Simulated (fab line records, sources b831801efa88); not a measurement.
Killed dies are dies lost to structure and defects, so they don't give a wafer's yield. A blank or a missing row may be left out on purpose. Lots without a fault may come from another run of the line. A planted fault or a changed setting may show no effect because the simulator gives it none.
Which tool did it? | flow sky130 | 12 lots, 36 wafers sampled, at 4 steps of a route of 708

WHAT THE GAUGES READ, wafer by wafer
SKY_PASSIVATION_THK_MEAS_03. Usual: PASSIVATION_CVD_02_THK 542 nm, standard deviation 5.9.
lot  | measured     | on            | PASSIVATION_CVD_02_THK (nm) | flag
L926 | day 44 03:45 | film_metro-04 | 529 547 544                 |
L927 | day 44 17:58 | film_metro-02 | 543 536 546                 |
L928 | day 44 21:50 | film_metro-04 | 533 541 542                 |
L930 | day 45 05:56 | film_metro-01 | 540 543 539                 |
L931 | day 45 14:27 | film_metro-01 | 542 540 548                 |
L932 | day 45 20:37 | film_metro-02 | 532 533 543                 |
L933 | day 45 22:11 | film_metro-04 | 540 543 540                 |
L934 | day 46 07:27 | film_metro-04 | 535 546 541                 |
L935 | day 46 23:33 | film_metro-01 | 539 542 548                 |
L940 | day 47 23:19 | film_metro-01 | 539 540 543                 |
L942 | day 48 23:37 | film_metro-01 | 551 551 551                 |
L948 | day 49 17:34 | film_metro-04 | 542 534 549                 |

WHICH TOOL RAN EACH LOT (tool, then ch and the chambers of the sampled wafers, then the start)
lot  | SKY_VIA2_CMP_24               | SKY_METAL3_SPUTTER_02        | SKY_METAL4_SPUTTER_02
L926 | cmp-02 ch 1,2,3, day 36 16:13 | pvd_sputter-01, day 36 16:34 | pvd_sputter-02, day 40 01:16
L927 | cmp-01 ch 0,3, day 37 11:35   | pvd_sputter-02, day 37 11:53 | pvd_sputter-02, day 40 17:42
L928 | cmp-01 ch 1,2, day 37 16:19   | pvd_sputter-02, day 37 16:40 | pvd_sputter-04, day 40 22:10
L930 | cmp-02 ch 1,2, day 38 01:06   | pvd_sputter-01, day 38 01:27 | pvd_sputter-02, day 41 06:56
L931 | cmp-02 ch 1,2,3, day 38 10:52 | pvd_sputter-01, day 38 11:07 | pvd_sputter-02, day 41 16:47
L932 | cmp-01 ch 2,3, day 38 15:34   | pvd_sputter-01, day 38 15:56 | pvd_sputter-02, day 41 22:24
L933 | cmp-01 ch 0,1,2, day 38 19:45 | pvd_sputter-03, day 38 20:06 | pvd_sputter-02, day 42 00:41
L934 | cmp-01 ch 0,1,2, day 39 04:50 | pvd_sputter-03, day 39 05:11 | pvd_sputter-04, day 42 09:59
L935 | cmp-02 ch 0,1,3, day 40 00:53 | pvd_sputter-03, day 40 01:14 | pvd_sputter-03, day 43 04:04
L940 | cmp-01 ch 0,2, day 41 05:43   | pvd_sputter-02, day 41 06:00 | pvd_sputter-02, day 44 07:16
L942 | cmp-01 ch 0,1,3, day 42 10:49 | pvd_sputter-01, day 42 11:04 | pvd_sputter-02, day 45 11:16
L948 | cmp-02 ch 1,2,3, day 43 09:36 | pvd_sputter-01, day 43 09:54 | pvd_sputter-03, day 46 08:09
- SKY_VIA2_CMP_24: polishes, stops on SiO2, t overpolish 20 s, target thk 0 nm.
- SKY_METAL3_SPUTTER_02: material AlCu, target thk 735 nm, time 39.1 s.
- SKY_METAL4_SPUTTER_02: material AlCu, target thk 735 nm, time 39.1 s.

WHAT THE TOOLS THEMSELVES READ (means of the sampled wafers that have a number; where no wafer has one, the mark that the record gives instead)
SKY_VIA2_CMP_24. Usual: motor_current_A 11.2 A, standard deviation 0.9; overpolish_run_s 19.998 s, standard deviation 0.0085; time_to_endpoint_s 100 s, standard deviation 3.3.
lot  | tool   | motor_current_A (A) | overpolish_run_s (s) | time_to_endpoint_s (s) | flag
L926 | cmp-02 | 11.0                | 20.001               | 99                     |
L927 | cmp-01 | 10.5                | 19.997               | 99                     |
L928 | cmp-01 | 11.8                | 19.990               | 105                    |
L930 | cmp-02 | 11.2                | 19.987               | 100                    |
L931 | cmp-02 | 11.0                | 19.990               | 100                    |
L932 | cmp-01 | 10.5                | 19.996               | 100                    |
L933 | cmp-01 | 11.5                | 20.003               | 101                    |
L934 | cmp-01 | 11.3                | 20.001               | 102                    |
L935 | cmp-02 | 11.4                | 20.004               | 101                    |
L940 | cmp-01 | 11.7                | 20.000               | 97                     |
L942 | cmp-01 | 10.7                | 19.999               | 102                    |
L948 | cmp-02 | 10.9                | 20.003               | 102                    |

SKY_METAL3_SPUTTER_02. Usual: throttle_valve_pct 29.8 %, standard deviation 0.97.
lot  | tool           | throttle_valve_pct (%) | flag
L926 | pvd_sputter-01 | 30.4                   |
L927 | pvd_sputter-02 | 28.7                   |
L928 | pvd_sputter-02 | 29.0                   |
L930 | pvd_sputter-01 | 30.2                   |
L931 | pvd_sputter-01 | 29.2                   |
L932 | pvd_sputter-01 | 29.3                   |
L933 | pvd_sputter-03 | 30.6                   |
L934 | pvd_sputter-03 | 30.1                   |
L935 | pvd_sputter-03 | 30.0                   |
L940 | pvd_sputter-02 | 29.8                   |
L942 | pvd_sputter-01 | 29.5                   |
L948 | pvd_sputter-01 | 29.9                   |

SKY_METAL4_SPUTTER_02. Usual: throttle_valve_pct 30.1 %, standard deviation 1.2.
lot  | tool           | throttle_valve_pct (%) | flag
L926 | pvd_sputter-02 | 29.2                   |
L927 | pvd_sputter-02 | 28.9                   |
L928 | pvd_sputter-04 | 32.1                   |
L930 | pvd_sputter-02 | 29.3                   |
L931 | pvd_sputter-02 | 29.5                   |
L932 | pvd_sputter-02 | 29.4                   |
L933 | pvd_sputter-02 | 29.1                   |
L934 | pvd_sputter-04 | 31.3                   |
L935 | pvd_sputter-03 | 31.2                   |
L940 | pvd_sputter-02 | 29.7                   |
L942 | pvd_sputter-02 | 28.8                   |
L948 | pvd_sputter-03 | 30.9                   |

THE ANSWER, worked out from the rows above alone
Rule: a lot is off if the mean of its wafers that have a number lies more than 3 standard deviations from the usual mean. A lot without any number at a reading at which 4 lots or more have one is off too. The other lots that the step has rows for count as sound. The gauges are gone through in route order, then the tools' own readings, and for those a lot's mean is taken as printed above. The first step at which some lot is off is used, and at that step the reading that is off furthest; a lot without a number counts as furthest.
No lot is off at any reading shown: from this, nothing can be told.

WHAT THE SIMULATOR HAD PUT IN
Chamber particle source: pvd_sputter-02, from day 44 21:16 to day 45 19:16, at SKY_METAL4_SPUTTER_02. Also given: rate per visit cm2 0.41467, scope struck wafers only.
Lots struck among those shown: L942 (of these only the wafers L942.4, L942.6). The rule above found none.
